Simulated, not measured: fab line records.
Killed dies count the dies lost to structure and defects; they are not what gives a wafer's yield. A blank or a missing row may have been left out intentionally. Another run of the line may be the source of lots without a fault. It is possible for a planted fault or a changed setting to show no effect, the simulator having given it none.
Chamber matching / flow sky130 / cmp-02 running SKY_VIA3_CMP_02: 4 sister chambers
The step polishes SiO2. 8 wafers are shown with their chamber, then 8 later ones without.

## WAFERS PAIRED WITH THEIR CHAMBERS
wafer=L568.3; chamber=3; motorCurrentA (A)=14.0; slurryFlowMlMin=150.2
wafer=L569.2; chamber=0; motorCurrentA (A)=11.5; slurryFlowMlMin=149.4
wafer=L570.6; chamber=1; motorCurrentA (A)=13.0; slurryFlowMlMin=150.2
wafer=L577.6; chamber=3; motorCurrentA (A)=13.6; slurryFlowMlMin=150.3
wafer=L581.3; chamber=2; motorCurrentA (A)=10.5; slurryFlowMlMin=149.8
wafer=L581.5; chamber=1; motorCurrentA (A)=12.0; slurryFlowMlMin=150.2
wafer=L581.6; chamber=2; motorCurrentA (A)=10.4; slurryFlowMlMin=150.3
wafer=L580.1; chamber=0; motorCurrentA (A)=10.9; slurryFlowMlMin=150.0

## WAFERS WITH NO CHAMBER GIVEN
wafer=L580.2; motorCurrentA (A)=13.6; slurryFlowMlMin=149.9
wafer=L580.5; motorCurrentA (A)=11.8; slurryFlowMlMin=149.3
wafer=L583.1; motorCurrentA (A)=14.2; slurryFlowMlMin=149.5
wafer=L583.3; motorCurrentA (A)=10.4; slurryFlowMlMin=149.7
wafer=L583.4; motorCurrentA (A)=12.2; slurryFlowMlMin=150.2
wafer=L585.4; motorCurrentA (A)=11.9; slurryFlowMlMin=150.7
wafer=L585.5; motorCurrentA (A)=11.8; slurryFlowMlMin=150.1
wafer=L585.6; motorCurrentA (A)=11.6; slurryFlowMlMin=150.4

## THE CHAMBER EACH PASSED THROUGH
wafer=L580.2; from the rows above=can't be placed: 3 or 1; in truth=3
wafer=L580.5; from the rows above=can't be placed: 0 or 1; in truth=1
wafer=L583.1; from the rows above=can't be placed: 3 or 1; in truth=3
wafer=L583.3; from the rows above=can't be placed: 2 or 0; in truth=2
wafer=L583.4; from the rows above=1; in truth=1
wafer=L585.4; from the rows above=can't be placed: 1 or 0 or 2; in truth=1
wafer=L585.5; from the rows above=can't be placed: 1 or 0 or 2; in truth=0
wafer=L585.6; from the rows above=can't be placed: 1 or 0 or 2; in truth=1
Placed correctly: 1 of 8. Cannot be placed on the basis of these rows: 7; the candidates contain the true chamber in 7. 0 placed wrongly.
How it was worked out, from the rows above alone: a wafer's distance from a chamber is the root of the sum, over the readings, of the square of ((its reading less the chamber's mean) divided by the reading's scatter). The wafer belongs to the nearest chamber; if the next one is less than 2 further off, it can't be placed. A chamber's mean is the mean of its shown wafers. The scatter is the square root of a quotient: the sum, over the shown wafers, of each reading's squared deviation from its chamber's mean, divided by wafers minus chambers.
